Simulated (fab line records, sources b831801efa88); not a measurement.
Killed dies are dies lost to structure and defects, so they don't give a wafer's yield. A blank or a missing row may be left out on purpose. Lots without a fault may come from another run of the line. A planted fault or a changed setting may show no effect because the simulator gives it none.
Which tool did it? | flow sky130 | 6 lots, 18 wafers sampled, at 2 steps of a route of 708

WHAT THE GAUGES READ, wafer by wafer
SKY_SONOS_ONO_OVL_MEAS_14.
lot  | measured     | on         | SONOS_ONO_OVL (nm)
L269 | day 12 22:16 | overlay-01 | 0.8 0.0 -0.9
L273 | day 14 09:18 | overlay-02 | -0.1 -1.7 -1.1
L276 | day 15 08:59 | overlay-02 | -1.6 -2.1 -2.2
L278 | day 15 23:25 | overlay-01 | 0.7 -0.7 -1.7
L283 | day 18 10:56 | overlay-02 | -0.6 -0.2 0.6
L290 | day 20 07:48 | overlay-01 | 1.0 0.8 -0.1

WHICH TOOL RAN EACH LOT (tool, then ch and the chambers of the sampled wafers, then the start)
lot  | SKY_FIELD_ISO_STRIP_16
L269 | plasma_asher-04 ch 0,1, day 2 12:03
L273 | plasma_asher-04 ch 0,1, day 3 08:10
L276 | plasma_asher-02 ch 0,1, day 3 22:37
L278 | plasma_asher-02 ch 0,1, day 4 08:05
L283 | plasma_asher-01 ch 0,1, day 5 13:41
L290 | plasma_asher-02 ch 0,1, day 6 23:35
- SKY_FIELD_ISO_STRIP_16: strips in O2/N2.

THE ANSWER, worked out from the rows above alone
Rule: what is usual is taken from the lots themselves. Put in order of their means at a reading, lots are off if they are a third of the lots or fewer, leave a main group of 4 or more, and stand apart from it by a gap of 3 or more times the standard deviation of the main group's means; of several such gaps the widest counts. A main group whose means are all the same, to the digits that the tables above print for the reading, isn't used. A lot without any number at a reading at which 4 lots or more have one is off too. The other lots that the step has rows for count as sound.
No lot is off at any reading shown: from this, nothing can be told.

WHAT THE SIMULATOR HAD PUT IN
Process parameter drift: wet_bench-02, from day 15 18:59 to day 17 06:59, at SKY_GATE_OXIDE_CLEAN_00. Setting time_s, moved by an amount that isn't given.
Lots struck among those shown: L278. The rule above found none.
